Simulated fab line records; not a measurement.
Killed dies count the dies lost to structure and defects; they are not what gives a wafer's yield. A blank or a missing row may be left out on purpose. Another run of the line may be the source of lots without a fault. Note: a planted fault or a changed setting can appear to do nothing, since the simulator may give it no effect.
fab line records | flow sky130
record lots=13 wafers=39 last-day=50
route steps=708 shown METAL3@563 VIA3@597 CAP2M@603 PAD_OPEN@708
lots that met no fault: from a run of the same line without faults
start-h: hours from the record's opening day to when the first of the lot's shown wafers began | wait-h: time in hours since the lot's previous step | " repeats the value in the row above | L1.1+2: one row covering several wafers at once | - either no value or no given start | * or withheld: withheld | < > ~ a bound
route shown NAME@n: names a module that has steps shown in the file, with the first one's number in the route | usual: mean/standard deviation taken from wafers without a fault | same: alike in all rows | chamber/n: place in a boat | sites: readings site by site | _std_site: standard deviation of those values | _edge_site: outer sites' mean less inner sites' | radius-mm: how far each site lies from the wafer's centre | mask NAME#n: copy n | behind: the most recent tool/chamber to have shaped the wafer | hold: the reason the lot was held/the length of the hold in hours/how it ended | device: transistor that didn't switch, given as n, p or np | end of line: tests of these same wafers at the route's end | a step given without rows: its recipe and nothing more | killed: not the wafer's yield, but the dies lost to structure and defects at the first sort | map: a wafer's dies, marking killed ones x, the rest . and places with no die _
set.NAME: the setting the step ran with; set.NAME@STEP: the setting that earlier step ran with | model.NAME: the simulator's own value behind a step, which no gauge read
the route's steps for a sample of lots (tables are steps, rows are wafers)
services: a tool's chamber out of use, with start hour (start-h, from the record's first day; less than 0 if before it), hours out, and reason
## steps
# step SKY_METAL3_CD_MEAS_13
# recipe target-cd-nm=300
# usual cd-nm=300.0/1.3
# columns lot.wafer tool chamber start-h wait-h cd-nm
L256.1 cd-sem-01 - 900.67 - 298.7
L256.3 " - " " 298.1
L256.4 " - " " 298.6
L257.1 cd-sem-01 - 901.97 - 297.5
L257.2 " - " " 299.9
L257.5 " - " " 299.0
L258.3 cd-sem-01 - 924.31 - 302.7
L258.4 " - " " 301.1
L258.5 " - " " 300.7
L260.1 cd-sem-02 - 938.47 - 298.0
L260.2 " - " " 298.5
L260.5 " - " " 298.9
L268.2 cd-sem-02 - 1000.37 - 300.2
L268.5 " - " " 299.5
L268.6 " - " " 300.3
L267.1 cd-sem-02 - 1000.69 - 298.1
L267.2 " - " " 298.2
L267.3 " - " " 298.9
L271.2 cd-sem-01 - 1014.73 - 299.0
L271.4 " - " " 298.7
L271.6 " - " " 299.2
L273.2 cd-sem-01 - 1017.91 - 300.9
L273.4 " - " " 298.5
L273.5 " - " " 298.7
L274.1 cd-sem-01 - 1029.69 - 301.2
L274.2 " - " " 302.0
L274.3 " - " " 300.8
L275.2 cd-sem-02 - 1030.93 - 300.5
L275.4 " - " " 301.3
L275.5 " - " " 300.6
L276.1 cd-sem-02 - 1035.72 - 300.8
L276.3 " - " " 301.6
L276.5 " - " " 301.5
L277.1 cd-sem-01 - 1068.61 - 299.8
L277.3 " - " " 300.4
L277.5 " - " " 300.1
L278.1 cd-sem-01 - 1068.96 - 301.7
L278.3 " - " " 301.5
L278.4 " - " " 302.5
# step SKY_VIA3_CMP_24
# recipe stop-on=SiO2 t-overpolish-s=20 down-force-psi=3.5 platen-rpm=60 target-thk-nm=0 pad-velocity-m-s=0.94248
# usual motor-current-A=10.6/0.63 overpolish-run-s=20.000/0.0089 time-to-endpoint-s=96/3.4
# columns lot.wafer tool chamber start-h wait-h motor-current-A overpolish-run-s time-to-endpoint-s
L256.4 cmp-01 1 929.75 0.1 10.9 20.002 97
L256.1 " 2 " " 10.4 19.980 93
L256.3 " 3 " " 11.5 19.982 96
L257.1 cmp-02 2 930.80 0.2 9.7 20.006 95
L257.2 " 0 " " 11.0 20.007 90
L257.5 " 2 " " 10.0 19.992 90
L258.4 cmp-01 1 953.22 1.2 11.6 20.019 95
L258.3 " 3 " " 10.7 20.004 90
L258.5 " 0 " " 10.9 20.002 92
L260.2 cmp-01 3 964.64 0.0 11.5 20.005 90
L260.1 " 0 " " 10.4 19.990 97
L260.5 " 3 " " 11.3 19.998 92
L268.2 cmp-01 1 1027.57 0.1 11.0 19.986 98
L268.5 " 0 " " 10.8 19.998 97
L268.6 " 1 " " 11.5 20.001 100
L267.2 cmp-02 3 1028.23 0.1 10.4 19.999 93
L267.3 " 0 " " 11.3 19.996 92
L267.1 " 1 " " 9.9 20.017 97
L271.4 cmp-02 1 1039.57 0.0 10.3 19.995 98
L271.2 " 2 " " 9.2 20.014 99
L271.6 " 2 " " 9.7 19.998 105
L273.4 cmp-02 1 1042.10 0.1 10.0 20.003 104
L273.2 " 2 " " 9.3 20.009 95
L273.5 " 0 " " 11.4 20.016 98
L274.3 cmp-01 1 1053.77 0.0 10.9 19.995 101
L274.2 " 2 " " 10.2 19.989 99
L274.1 " 0 " " 10.8 19.992 97
L275.4 cmp-02 0 1055.03 0.0 11.1 19.999 96
L275.2 " 1 " " 10.4 20.006 94
L275.5 " 1 " " 10.6 20.009 98
L276.1 cmp-02 3 1061.08 0.1 11.1 19.997 93
L276.3 " 0 " " 9.9 19.990 89
L276.5 " 3 " " 10.6 20.007 93
L277.1 cmp-01 2 1092.17 0.1 10.5 19.998 92
L277.3 " 3 " " 11.1 20.018 93
L277.5 " 3 " " 11.2 20.005 95
L278.1 cmp-01 2 1093.15 0.1 10.1 20.009 86
L278.3 " 0 " " 10.8 20.003 95
L278.4 " 1 " " 12.0 20.013 90
# step SKY_CAP2M_CVD_00
# recipe material=SiO2 target-thk-nm=15.5 temp-c=400 time-s=withheld rf-w=450
# usual heater-power-outer-w=416/79 heater-power-w=702/110 rf-fwd-power-W=442.8/2.5
# columns lot.wafer tool chamber start-h wait-h heater-power-outer-w heater-power-w rf-fwd-power-W
L256.1 pecvd-02 2 930.16 0.0 452 711 437.8
L256.3 " 1 " " 478 799 438.5
L256.4 " 1 " " 495 814 439.5
L257.1 pecvd-03 2 931.20 0.0 498 868 448.4
L257.2 " 0 " " 429 659 440.7
L257.5 " 2 " " 505 904 447.7
L258.3 pecvd-04 2 953.62 0.0 - - -
L258.4 " 0 " " - - -
L258.5 " 2 " " - - -
L260.1 pecvd-04 1 965.09 0.0 - - -
L260.2 " 0 " " - - -
L260.5 " 0 " " - - -
L268.2 pecvd-02 0 1027.97 0.0 519 845 444.4
L268.5 " 2 " " 459 728 436.4
L268.6 " 0 " " 529 845 442.0
L267.1 pecvd-04 1 1028.63 0.0 276 523 443.8
L267.2 " 2 " " 373 635 443.9
L267.3 " 0 " " 386 726 440.5
L271.2 pecvd-04 1 1040.02 0.0 302 558 443.9
L271.4 " 2 " " 329 577 446.2
L271.6 " 1 " " 300 558 444.6
L273.2 pecvd-04 1 1042.46 0.0 324 588 440.4
L273.4 " 1 " " 336 579 444.0
L273.5 " 0 " " 364 693 441.9
L274.1 pecvd-03 0 1054.22 0.0 459 692 442.8
L274.2 " 2 " " 514 908 447.1
L274.3 " 1 " " 415 634 444.4
L275.2 pecvd-04 2 1055.48 0.0 394 648 445.9
L275.4 " 0 " " 406 755 442.1
L275.5 " 1 " " 256 485 442.3
L276.1 pecvd-02 0 1061.48 0.0 507 833 444.1
L276.3 " 2 " " 417 656 438.2
L276.5 " 1 " " 557 914 439.9
L277.1 pecvd-03 0 1092.62 0.0 454 684 440.9
L277.3 " 2 " " 521 897 443.2
L277.5 " 1 " " 378 586 441.0
L278.1 pecvd-04 1 1093.60 0.0 312 576 445.5
L278.3 " 2 " " 345 574 444.0
L278.4 " 0 " " 391 709 442.2
# step SKY_CAP2M_OVL_MEAS_12
# usual CAP2M_OVL=-0.1/1.4
# columns lot.wafer tool chamber start-h wait-h CAP2M_OVL[nm]
L256.1 overlay-01 - 954.55 0.1 2.2
L256.3 " - " " 0.1
L256.4 " - " " 3.1
L257.1 overlay-01 - 955.47 0.1 2.3
L257.2 " - " " 0.8
L257.5 " - " " 0.7
L258.3 overlay-01 - 976.62 0.1 1.1
L258.4 " - " " -1.5
L258.5 " - " " -0.3
L260.1 overlay-02 - 987.66 0.1 -0.7
L260.2 " - " " -1.0
L260.5 " - " " -1.4
L268.2 overlay-01 - 1049.52 0.1 0.6
L268.5 " - " " 2.3
L268.6 " - " " 1.5
L267.1 overlay-02 - 1050.06 0.1 -0.9
L267.2 " - " " 1.2
L267.3 " - " " 0.2
L271.2 overlay-02 - 1061.67 0.1 1.9
L271.4 " - " " 0.6
L271.6 " - " " -0.4
L273.2 overlay-01 - 1064.16 0.1 -0.7
L273.4 " - " " -1.0
L273.5 " - " " -1.4
L274.1 overlay-02 - 1076.37 0.1 0.9
L274.2 " - " " 3.6
L274.3 " - " " 0.1
L275.2 overlay-01 - 1077.21 0.1 -0.4
L275.4 " - " " -2.2
L275.5 " - " " -0.5
L276.1 overlay-01 - 1082.06 0.1 -2.6
L276.3 " - " " -0.1
L276.5 " - " " -0.7
L277.1 overlay-02 - 1111.82 0.1 0.6
L277.3 " - " " 0.4
L277.5 " - " " 0.4
L278.1 overlay-01 - 1112.81 0.1 0.0
L278.3 " - " " 0.8
L278.4 " - " " 0.9
# step SKY_PAD_OPEN_PROBE_99
# usual defect-limited-yield=82.5/2 killed_at_M0_to_M3=43/7.3 killed_at_M4_up=3.5/2.2 killed-at-contacts=24/5.3 killed-at-front-end=15/4.2 killed-at-other=0.3/0.67 killed-dies=86/9.8 killed-on-rim=17/3.8 killed-open=47/7.2 killed-short=39/6.5 sort_bin_3_pad_short=0.9/0.42 sort_bin_5_function=10.4/1.5 sort_bin_6_memory=6.3/1.2 sort-n-pass=406/9.9 sort-yield-pct=82.5/2
# same gross-dies=492 killed-at-back-side=0 sort_bin_4_leakage[%]=0 sort_bin_8_speed[%]=0
# columns lot.wafer tool chamber start-h wait-h defect-limited-yield[%] killed_at_M0_to_M3 killed_at_M4_up killed-at-contacts killed-at-front-end killed-at-other killed-dies killed-on-rim killed-open killed-short sort_bin_3_pad_short[%] sort_bin_5_function[%] sort_bin_6_memory[%] sort-n-pass sort-yield-pct[%]
L256.1 prober-02 - 1077.02 0.1 80.9 43 7 31 13 0 94 22 48 42 1.0 11.8 6.3 398 80.9
L256.3 prober-02 - 1077.12 0.2 83.1 42 5 16 20 0 83 21 45 38 1.0 9.8 6.1 409 83.1
L256.4 prober-02 - 1077.17 0.2 85.6 31 4 21 14 1 71 14 32 39 0.6 8.5 5.3 421 85.6
L257.1 prober-01 - 1077.17 0.1 82.5 44 4 17 19 2 86 26 45 39 1.0 11.0 5.5 406 82.5
L257.2 prober-01 - 1077.22 0.1 82.9 47 6 17 14 0 84 19 36 48 0.8 10.6 5.7 408 82.9
L257.5 prober-01 - 1077.37 0.2 78.9 46 7 30 21 0 104 19 53 51 0.6 12.2 8.3 388 78.9
L258.3 prober-02 - 1095.19 0.2 0 51 2 24 16 399 492 96 53 40 0.8 91.9 7.3 0 0
L258.4 prober-02 - 1095.24 0.2 0 47 2 22 13 408 492 96 50 31 1.0 92.1 6.9 0 0
L258.5 prober-02 - 1095.29 0.2 0 46 1 35 16 394 492 96 61 37 1.2 91.7 7.1 0 0
L260.1 prober-01 - 1104.40 0.1 0 37 3 20 24 408 492 96 47 38 0.8 94.1 5.1 0 0
L260.2 prober-01 - 1104.45 0.1 0 46 5 19 15 407 492 96 60 25 1.2 93.3 5.5 0 0
L260.5 prober-01 - 1104.60 0.2 0 49 2 22 11 408 492 96 48 36 1.4 90.2 8.3 0 0
L273.2 prober-01 - 1171.45 0.1 86.6 32 2 19 13 0 66 16 39 26 1.0 8.1 4.3 426 86.6
L273.4 prober-01 - 1171.55 0.2 83.5 46 0 24 11 0 81 16 47 34 0.2 8.3 7.9 411 83.5
L273.5 prober-01 - 1171.60 0.2 83.5 35 1 25 19 1 81 20 46 35 0.8 10.0 5.7 411 83.5
L274.1 prober-02 - 1178.90 0.1 81.3 59 6 15 12 0 92 16 43 49 1.2 11.0 6.5 400 81.3
L274.2 prober-02 - 1178.95 0.1 82.9 43 7 23 11 0 84 13 41 43 1.0 10.8 5.3 408 82.9
L274.3 prober-02 - 1179.00 0.2 76.8 62 4 28 20 0 114 16 70 44 1.4 12.8 8.9 378 76.8
L275.2 prober-01 - 1181.31 0.1 78.3 54 4 32 17 0 107 23 61 46 0.4 13.6 7.7 385 78.3
L275.4 prober-01 - 1181.41 0.2 82.9 38 1 28 17 0 84 16 57 27 0.2 11.0 5.9 408 82.9
L275.5 prober-01 - 1181.46 0.2 83.9 43 3 23 10 0 79 15 41 38 0.6 8.9 6.5 413 83.9
L276.1 prober-02 - 1184.37 0.1 86.8 36 2 14 13 0 65 7 36 29 1.2 8.7 3.3 427 86.8
L276.3 prober-02 - 1184.47 0.2 81.5 52 2 21 16 0 91 19 48 43 1.0 10.0 7.5 401 81.5
L276.5 prober-02 - 1184.57 0.2 79.3 48 3 32 18 1 102 21 51 50 1.8 12.6 6.3 390 79.3
L278.1 prober-01 - 1207.04 0.1 79.5 47 2 30 22 0 101 19 53 44 1.2 14.4 4.9 391 79.5
L278.3 prober-01 - 1207.14 0.2 81.9 45 0 26 18 0 89 15 39 50 0.6 9.3 8.1 403 81.9
L278.4 prober-01 - 1207.19 0.2 80.9 51 4 20 19 0 94 11 47 47 1.6 9.6 7.9 398 80.9
# killed by level:class
L256.1 VIA1:geometric-particle:open=13 LOCAL_INTERCONNECT:geometric-particle:short=7 METAL1:geometric-particle:short=7 CONTACT:geometric-particle:open=6 LI_CONTACT:geometric-particle:open=6 VIA2:geometric-particle:open=6 LI_CONTACT:geometric-particle:short=5 CONTACT:geometric-particle:short=4
L256.3 VIA2:geometric-particle:open=9 VIA1:geometric-particle:open=8 LI_CONTACT:geometric-particle:open=6 METAL2:geometric-particle:short=6 FIELD_ISO:geometric-particle:open=5 CONTACT:geometric-particle:open=5 METAL1:geometric-particle:short=5 METAL4:geometric-particle:short=5
L256.4 LI_CONTACT:geometric-particle:open=7 METAL1:geometric-particle:short=6 VIA3:geometric-particle:open=6 METAL2:geometric-particle:short=6 POLY_GATE:geometric-particle:short=5 LOCAL_INTERCONNECT:geometric-particle:short=5 VIA1:geometric-particle:open=5 POLY_GATE:geometric-particle:open=4
L257.1 VIA1:geometric-particle:open=9 METAL1:geometric-particle:short=7 POLY_GATE:geometric-particle:short=6 LI_CONTACT:geometric-particle:open=6 VIA2:geometric-particle:open=6 VIA2:geometric-particle:short=6 FIELD_ISO:geometric-particle:short=5 FIELD_ISO:geometric-particle:open=5
L257.2 METAL2:geometric-particle:short=8 LI_CONTACT:geometric-particle:open=6 METAL1:geometric-particle:short=6 VIA1:geometric-particle:short=6 VIA2:geometric-particle:open=6 VIA1:geometric-particle:open=5 METAL4:geometric-particle:short=4 LOCAL_INTERCONNECT:geometric-particle:short=4
L257.5 CONTACT:geometric-particle:open=10 VIA3:geometric-particle:open=10 VIA1:geometric-particle:open=8 LI_CONTACT:geometric-particle:open=7 FIELD_ISO:geometric-particle:short=6 METAL4:geometric-particle:short=6 POLY_GATE:geometric-particle:open=5 CONTACT:geometric-particle:short=5
L258.3 CAP2M:area-cvd=399 VIA1:geometric-particle:open=10 CONTACT:geometric-particle:open=9 VIA2:geometric-particle:open=8 VIA2:geometric-particle:short=8 VIA3:geometric-particle:open=7 LOCAL_INTERCONNECT:geometric-particle:short=7 FIELD_ISO:geometric-particle:open=6
L258.4 CAP2M:area-cvd=408 VIA1:geometric-particle:open=10 LI_CONTACT:geometric-particle:open=9 CONTACT:geometric-particle:open=8 VIA2:geometric-particle:open=7 VIA1:geometric-particle:short=6 VIA3:geometric-particle:open=5 POLY_GATE:geometric-particle:short=4
L258.5 CAP2M:area-cvd=394 VIA1:geometric-particle:open=14 CONTACT:geometric-particle:open=11 VIA3:geometric-particle:open=11 LI_CONTACT:geometric-particle:open=9 VIA2:geometric-particle:open=8 FIELD_ISO:geometric-particle:short=6 LI_CONTACT:geometric-particle:short=6
L260.1 CAP2M:area-cvd=407 VIA1:geometric-particle:open=11 CONTACT:geometric-particle:open=8 POLY_GATE:geometric-particle:open=8 METAL2:geometric-particle:short=6 VIA2:geometric-particle:open=6 FIELD_ISO:geometric-particle:short=4 POLY_GATE:geometric-particle:short=4
L260.2 CAP2M:area-cvd=406 VIA3:geometric-particle:open=12 VIA1:geometric-particle:open=10 CONTACT:geometric-particle:open=9 VIA2:geometric-particle:open=7 FIELD_ISO:geometric-particle:open=6 LI_CONTACT:geometric-particle:open=4 METAL2:geometric-particle:short=4
L260.5 CAP2M:area-cvd=408 VIA2:geometric-particle:open=11 VIA3:geometric-particle:open=9 CONTACT:geometric-particle:open=7 LI_CONTACT:geometric-particle:open=6 VIA1:geometric-particle:short=6 VIA1:geometric-particle:open=5 METAL3:geometric-particle:short=5
L273.2 VIA1:geometric-particle:open=10 VIA3:geometric-particle:open=7 CONTACT:geometric-particle:short=6 VIA2:geometric-particle:open=6 FIELD_ISO:geometric-particle:open=4 LI_CONTACT:geometric-particle:open=4 LI_CONTACT:geometric-particle:short=3 LOCAL_INTERCONNECT:geometric-particle:short=3
L273.4 VIA1:geometric-particle:open=10 CONTACT:geometric-particle:open=8 VIA1:geometric-particle:short=7 LI_CONTACT:geometric-particle:open=7 VIA2:geometric-particle:open=6 FIELD_ISO:geometric-particle:open=5 VIA3:geometric-particle:open=5 LOCAL_INTERCONNECT:geometric-particle:short=4
L273.5 CONTACT:geometric-particle:open=11 VIA3:geometric-particle:open=8 METAL2:geometric-particle:short=7 FIELD_ISO:geometric-particle:open=6 CONTACT:geometric-particle:short=6 POLY_GATE:geometric-particle:short=5 LI_CONTACT:geometric-particle:open=5 VIA1:geometric-particle:open=5
L274.1 VIA1:geometric-particle:short=14 VIA2:geometric-particle:open=9 VIA1:geometric-particle:open=9 VIA3:geometric-particle:open=9 CONTACT:geometric-particle:open=7 METAL4:geometric-particle:short=5 VIA2:geometric-particle:short=5 FIELD_ISO:geometric-particle:short=4
L274.2 VIA1:geometric-particle:open=11 LI_CONTACT:geometric-particle:open=8 METAL2:geometric-particle:short=7 CONTACT:geometric-particle:open=6 METAL4:geometric-particle:short=6 CONTACT:geometric-particle:short=5 VIA1:geometric-particle:short=5 METAL1:geometric-particle:short=4
L274.3 VIA1:geometric-particle:open=15 CONTACT:geometric-particle:open=12 VIA2:geometric-particle:open=10 FIELD_ISO:geometric-particle:open=7 LI_CONTACT:geometric-particle:open=7 METAL2:geometric-particle:short=7 VIA3:geometric-particle:open=7 METAL1:geometric-particle:short=7
L275.2 VIA1:geometric-particle:open=11 CONTACT:geometric-particle:open=10 VIA2:geometric-particle:open=10 FIELD_ISO:geometric-particle:open=8 LI_CONTACT:geometric-particle:open=8 METAL2:geometric-particle:short=8 METAL3:geometric-particle:short=6 VIA3:geometric-particle:open=6
L275.4 CONTACT:geometric-particle:open=13 VIA1:geometric-particle:open=11 LI_CONTACT:geometric-particle:open=8 VIA3:geometric-particle:open=6 FIELD_ISO:geometric-particle:short=4 FIELD_ISO:geometric-particle:open=4 METAL2:geometric-particle:short=4 VIA2:geometric-particle:open=4
L275.5 VIA1:geometric-particle:open=9 VIA1:geometric-particle:short=7 LI_CONTACT:geometric-particle:open=7 CONTACT:geometric-particle:short=7 CONTACT:geometric-particle:open=6 METAL2:geometric-particle:short=5 VIA2:geometric-particle:open=5 VIA3:geometric-particle:short=4
L276.1 POLY_GATE:geometric-particle:open=6 VIA1:geometric-particle:open=6 VIA2:geometric-particle:open=5 VIA1:geometric-particle:short=5 VIA3:geometric-particle:open=5 CONTACT:geometric-particle:short=4 CONTACT:geometric-particle:open=4 METAL1:geometric-particle:short=4
L276.3 VIA1:geometric-particle:open=11 VIA2:geometric-particle:open=7 VIA1:geometric-particle:short=7 CONTACT:geometric-particle:short=6 CONTACT:geometric-particle:open=6 POLY_GATE:geometric-particle:open=5 METAL2:geometric-particle:open=5 VIA3:geometric-particle:open=5
L276.5 CONTACT:geometric-particle:open=14 LI_CONTACT:geometric-particle:open=9 VIA1:geometric-particle:open=8 METAL2:geometric-particle:short=8 VIA1:geometric-particle:short=7 FIELD_ISO:geometric-particle:open=6 FIELD_ISO:geometric-particle:short=6 LI_CONTACT:geometric-particle:short=5
L278.1 CONTACT:geometric-particle:open=14 VIA1:geometric-particle:open=12 LI_CONTACT:geometric-particle:open=7 VIA3:geometric-particle:open=7 METAL1:geometric-particle:short=6 FIELD_ISO:geometric-particle:short=5 VIA1:geometric-particle:short=5 METAL2:geometric-particle:short=5
L278.3 CONTACT:geometric-particle:open=11 VIA1:geometric-particle:open=11 FIELD_ISO:geometric-particle:short=9 METAL2:geometric-particle:short=9 METAL1:geometric-particle:short=7 VIA2:geometric-particle:short=6 VIA2:geometric-particle:open=5 LI_CONTACT:geometric-particle:short=4
L278.4 VIA1:geometric-particle:open=10 VIA2:geometric-particle:open=10 FIELD_ISO:geometric-particle:short=8 CONTACT:geometric-particle:open=7 LI_CONTACT:geometric-particle:open=7 VIA3:geometric-particle:open=6 POLY_GATE:geometric-particle:short=6 METAL2:geometric-particle:short=5
## services
# columns tool chamber start-h hours kind
cmp-02 - 906.78 0.3 repair
cmp-02 - 912.17 4.0 pm
cmp-02 - 916.17 - consumable-replace:conditioner
cmp-02 - 916.17 - consumable-replace:pad
cmp-01 - 919.87 3.5 pm
pecvd-02 1 921.38 5.5 scheduled-down
cmp-01 - 931.72 4.6 repair
pecvd-04 0 942.27 5.5 scheduled-down
pecvd-02 2 944.78 2.1 scheduled-down
cmp-02 - 950.31 4.1 repair
pecvd-02 2 961.00 6.0 repair
pecvd-03 - 967.27 2.8 pm
pecvd-02 - 969.75 1.3 repair
pecvd-02 - 976.33 4.3 pm
cmp-02 - 996.56 0.8 repair
pecvd-04 1 997.98 2.1 scheduled-down
pecvd-04 2 1005.15 5.5 scheduled-down
cmp-02 - 1018.82 0.3 repair
pecvd-04 2 1032.17 4.3 repair
pecvd-03 0 1040.65 11.4 repair
pecvd-04 - 1042.93 0.6 repair
cmp-01 - 1084.08 4.0 pm
cmp-01 - 1088.08 - consumable-replace:conditioner
cmp-01 - 1088.08 - consumable-replace:pad
## key
first-sign step=SKY_CAP2M_CVD_00 reading=tool-record direction=missing
effect step=SKY_PAD_OPEN_PROBE_99 reading=killed-at-other direction=up sigmas=99+ usual=0.3 struck=404
more-kills-born-at SKY_CAP2M_CVD_00@pecvd-04=2422
met-at SKY_CAP2M_CVD_00
struck-lots L258,L260
later-rows-left-out L258.3,L258.4,L258.5,L260.1,L260.2,L260.5
not-acting-at SKY_METAL3_CD_MEAS_13,SKY_VIA3_CMP_24,SKY_CAP2M_OVL_MEAS_12
fault kind=skipped-step-whole tool=pecvd-04 chamber=- onset-h=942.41 steps=SKY_CAP2M_CVD_00 scope=struck-lots-only
# later-rows-left-out: the simulator's readings of these wafers behind a module that went badly wrong aren't trusted and aren't shown, but for the sort
